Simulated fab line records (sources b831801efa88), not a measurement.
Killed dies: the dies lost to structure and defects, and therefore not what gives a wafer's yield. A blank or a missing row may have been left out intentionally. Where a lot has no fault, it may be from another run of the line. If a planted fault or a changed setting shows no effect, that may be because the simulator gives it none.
The tool behind it: which one? | flow sky130 | 33 wafers from 11 lots sampled at 3 of the route's 708 steps

WHAT THE GAUGES READ, wafer by wafer
SKY_VIA2_OVL_MEAS_13.
lot  | measured     | on         | VIA2_OVL (nm)
L500 | day 37 22:49 | overlay-02 | 1 0 4
L503 | day 39 03:55 | overlay-02 | -2 -1 -6
L504 | day 39 12:34 | overlay-01 | -2 -1 0
L505 | day 39 20:43 | overlay-01 | -6 -3 -2
L510 | day 41 00:43 | overlay-01 | -4 -3 1
L512 | day 42 00:16 | overlay-01 | -1 -3 -1
L513 | day 42 01:15 | overlay-01 | 1 5 4
L514 | day 42 03:04 | overlay-02 | 4 5 1
L515 | day 42 04:34 | overlay-01 | 9 6 9
L516 | day 42 16:52 | overlay-02 | -9 -13 -11
L517 | day 42 20:13 | overlay-02 | 11 8 4

SKY_CAPM_THK_MEAS_04: measures by xrf.
lot  | measured     | on            | CAPM_TIN_THK (nm)
L500 | day 38 00:41 | film_metro-02 | 199.4 196.1 197.1
L503 | day 39 05:50 | film_metro-02 | 196.9 200.8 198.3
L504 | day 39 14:26 | film_metro-04 | 199.5 199.4 195.6
L505 | day 39 22:35 | film_metro-04 | 202.0 198.6 198.3
L510 | day 41 02:37 | film_metro-03 | 198.5 201.3 199.7
L512 | day 42 02:11 | film_metro-03 | 200.0 198.8 198.6
L513 | day 42 03:10 | film_metro-02 | 201.2 201.9 199.9
L514 | day 42 05:02 | film_metro-04 | 201.8 202.2 201.4
L515 | day 42 06:29 | film_metro-03 | 196.2 196.6 197.8
L516 | day 42 19:32 | film_metro-03 | 199.3 198.8 198.7
L517 | day 42 22:08 | film_metro-04 | 199.7 200.5 199.1

WHAT TOOL EACH LOT RAN ON (gives the tool, then ch and the chambers of the sampled wafers, and finally the start)
lot  | SKY_METAL3_SPUTTER_04
L500 | pvd_sputter-02, day 38 00:19
L503 | pvd_sputter-04, day 39 05:28
L504 | pvd_sputter-02, day 39 14:04
L505 | pvd_sputter-02, day 39 22:13
L510 | pvd_sputter-02, day 41 02:16
L512 | pvd_sputter-02, day 42 01:49
L513 | pvd_sputter-03, day 42 02:48
L514 | pvd_sputter-04, day 42 04:39
L515 | pvd_sputter-04, day 42 06:08
L516 | pvd_sputter-03, day 42 19:10
L517 | pvd_sputter-02, day 42 21:46
- SKY_METAL3_SPUTTER_04: material TiN, target thk 70 nm, time 58.3 s.

AS READ BY THE TOOLS THEMSELVES (means over the sampled wafers that have a number; for cases with no such wafer, the mark the record gives instead)
SKY_METAL3_SPUTTER_04.
lot  | tool           | throttle_valve_pct (%)
L500 | pvd_sputter-02 | 31.6
L503 | pvd_sputter-04 | 29.8
L504 | pvd_sputter-02 | 29.4
L505 | pvd_sputter-02 | 29.8
L510 | pvd_sputter-02 | 31.2
L512 | pvd_sputter-02 | 31.1
L513 | pvd_sputter-03 | 30.4
L514 | pvd_sputter-04 | 30.6
L515 | pvd_sputter-04 | 30.9
L516 | pvd_sputter-03 | 30.6
L517 | pvd_sputter-02 | 31.3

THE ANSWER, worked out from the rows above alone
Rule: the lots themselves supply what counts as usual. The widest of any qualifying gaps counts: lots, ordered by their means at a reading, are off when they make up no more than a third of the lots, leave a main group of 4 or more, and stand apart from it by 3 or more times the standard deviation of that group's means. A main group is skipped when, at the precision printed for the reading in the tables above, its means are all equal. Also off: a lot with no number at a reading for which 4 or more lots have one. The other lots that the step has rows for count as sound. Order of review: gauges by route order, followed by the tools' own readings, for which a lot's mean as printed above is used. The first step at which some lot is off is used, and at that step the reading that is off furthest; a lot without a number counts as furthest.
Nothing can be told from this: no lot is off at any reading shown.

WHAT HAD BEEN PUT IN BY THE SIMULATOR
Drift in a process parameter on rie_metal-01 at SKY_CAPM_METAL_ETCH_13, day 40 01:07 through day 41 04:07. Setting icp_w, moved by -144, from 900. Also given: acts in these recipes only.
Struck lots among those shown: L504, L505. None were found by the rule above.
